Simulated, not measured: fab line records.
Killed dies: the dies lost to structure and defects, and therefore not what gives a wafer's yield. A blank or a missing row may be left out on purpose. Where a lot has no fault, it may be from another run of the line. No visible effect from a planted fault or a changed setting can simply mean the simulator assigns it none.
Struck lot and sound lot, side by side | flow sky130 | 14 out of 708 route steps
Sound: these wafers, L197.2, L197.3, L197.4. The struck wafers were L204.3, L204.5, L204.6. The cause comes at the end.
Each step with rows lists, per side, the tool, then ch with its chambers, then its first start. Under that, the readings that differ: sound wafers | struck wafers | difference of the means | sigmas: that difference in standard deviations of wafers without a fault.
alike: readings whose means differ by less than 2 such deviations, and words and numbers that are the same on both sides. not compared: withheld readings, readings that some wafer has no value for, bounds like >300 that may hide the same value, and numbers for which the record gives no deviation and whose values overlap.
A row with sigmas, a row that says differs or no value, or rows on one side alone: a step with any of these is where the two part. Numbers that have no deviation but don't overlap get no sigmas and don't part them. Lack of a reading on every wafer of one side parts them only where that side has two or more wafers.

first, 3 steps without rows for these wafers: SKY_METAL4_CLEAN_21 (cleans in IPA, time 180 s); SKY_METAL4_CLEAN_22 (cleans in O3/DIW); SKY_VIA4_HDPCVD_00 (deposits SiO2, target thk 1750 nm, time 291.7 s).
SKY_VIA4_THK_MEAS_01:
  sound: film_metro-04 at day 43 20:32; struck: film_metro-04 at day 45 09:36
  alike: VIA4_HDPCVD_THK
SKY_VIA4_CMP_02: polishes SiO2.
  sound on cmp-02 ch 0,1,2, day 43 20:35; struck on cmp-02 ch 0,1,3, day 45 09:44
  alike: motor_current_A, retaining_ring_pressure_frac, slurry_flow_ml_min
SKY_VIA4_BOW_MEAS_03:
  sound: film_metro-01 at day 43 20:55; struck: film_metro-04 at day 45 09:59
  reading       | sound    | struck   | difference | sigmas
  VIA4_BOW (um) | 97 81 81 | 69 71 66 | -18        | -2
then, 6 steps without rows for these wafers: SKY_VIA4_DEHYDRATE_04 (time 60 s); SKY_VIA4_HMDS_05 (prime time 60 s); SKY_VIA4_COAT_06 (resist thk 1140 nm); SKY_VIA4_SOFTBAKE_07 (time 60 s); SKY_VIA4_EXPOSE_08 (exposes mask VIM4, target cd 800 nm); SKY_VIA4_PEB_09.
SKY_VIA4_DEVELOP_10: develop time 60 s.
  struck on litho_track-01, day 46 06:25; sound on litho_track-02 ch 0, day 44 18:35
  no value came back on the struck wafers for chill_plate_temp_C (C), develop_time_s (s); on the sound wafers chill_plate_temp_C (C) reads 22.91 22.90 23.04
SKY_VIA4_OVL_MEAS_11:
  sound: overlay-01 at day 44 18:43; struck: overlay-02 at day 46 06:32
  reading       | sound       | struck | difference                    | sigmas
  VIA4_OVL (nm) | 1.4 3.2 1.9 | - - -  | no value on the struck wafers |

## WHERE THEY PART
First at SKY_VIA4_BOW_MEAS_03; last, within this record, at SKY_VIA4_OVL_MEAS_11.

WHY: what had been put in by the simulator
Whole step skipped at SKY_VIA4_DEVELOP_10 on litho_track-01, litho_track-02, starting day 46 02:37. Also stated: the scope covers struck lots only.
